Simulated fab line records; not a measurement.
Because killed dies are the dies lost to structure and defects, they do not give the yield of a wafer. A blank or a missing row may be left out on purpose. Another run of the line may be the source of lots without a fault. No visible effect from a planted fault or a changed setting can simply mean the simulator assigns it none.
Code-filled problem report in 8D (eight disciplines) form + flow sky130 + the parts of the form that need people (team, actions taken, sign-off) are left out

== 1. THE ISSUE ==
run_length_s at SKY_GATE_OXIDE_WET_ETCH_12 reads a mean of 173 s on 3 wafers of 1 lot; wafers without a fault read 364 s with a standard deviation of 3.9. That is -49 standard deviations from the usual mean.
The step: etches SiO2 in dHF, target depth 16.8 nm, time 336 s.
Seen first at day 21 04:16 on wet_bench-03, wafer L871.2. The record holds 39 wafers of 13 lots with a number at this step. Rule for "out", or "out of limits": more than 4 standard deviations from the usual mean. Any other wafer with a number is counted as sound.

== 2. WHAT IT IS, AND WHAT IT ISN'T ==
| question                    | is                     | is not                                                                    |
|-----------------------------|------------------------|---------------------------------------------------------------------------|
| which readings at this step | run_length_s           | -                                                                         |
| which lots                  | L871                   | L852, L853, L854, L856, L857, L858, L862, L863, L868, L869, L873, L874    |
| which wafers of those lots  | all that have a number | -                                                                         |
| read on which tools         | wet_bench-03           | wet_bench-01, wet_bench-04                                                |
| when                        | from day 21 04:16      | up to then (30 sound wafers); but 6 sound wafers of L873, L874 came after |

== 3. THE SUSPECTS, EACH WITH WHAT RULES IT OUT ==
Counting: a tool at any process step up to the reading remains a suspect when it ran all the lots that are out and ran no sound lot after the first of those.
- wet_bench-03 at SKY_GATE_OXIDE_WET_ETCH_12 (etches SiO2 in dHF, target depth 16.8 nm, time 336 s): kept. It ran the lot that is out, L871 (day 21 04:16), and no sound lot after that; its last sound lot up to then is L869 (day 20 18:08). Out on those wafers are its own readings of run_length_s.
After counting, what remains is wet_bench-03 at SKY_GATE_OXIDE_WET_ETCH_12.

== 4. THE CAUSE (what the simulator had put in) ==
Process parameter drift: wet_bench-03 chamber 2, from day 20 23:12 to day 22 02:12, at SKY_GATE_OXIDE_WET_ETCH_12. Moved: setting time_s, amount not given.
The count eliminated every tool but this one.

== 5. THE CHAIN OF EFFECTS, in route order ==
Each row: a reading whose mean over the struck wafers that have a number lies more than 3 standard deviations from the usual. Scope: only readings with a usual standard deviation given in the record; hours: median across lots of the time from each lot's start at the first step in this table that gives one to its start at this step; sigmas: change in usual standard deviations.
| hours | step                       | reading             | usual | on struck wafers | change | sigmas |
|-------|----------------------------|---------------------|-------|------------------|--------|--------|
| 0     | SKY_GATE_OXIDE_WET_ETCH_12 | run_length_s        | 364 s | 173              | -191   | -49    |
| 704   | SKY_PAD_OPEN_PROBE_99      | killed_at_front_end | 16    | 417              | +401   | +87    |
| 704   | SKY_PAD_OPEN_PROBE_99      | killed_dies         | 88    | 492              | +404   | +44    |
| 704   | SKY_PAD_OPEN_PROBE_99      | killed_on_rim       | 17    | 96               | +79    | +23    |
Its process steps:
- SKY_GATE_OXIDE_WET_ETCH_12: etches SiO2 in dHF, target depth 16.8 nm, time 336 s.
- SKY_PAD_OPEN_PROBE_99

== 6. HOW IT WOULD HAVE BEEN CAUGHT EARLIER ==
In this record the first reading out of limits was taken at day 21 04:16, 5 hours after the fault began at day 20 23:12.
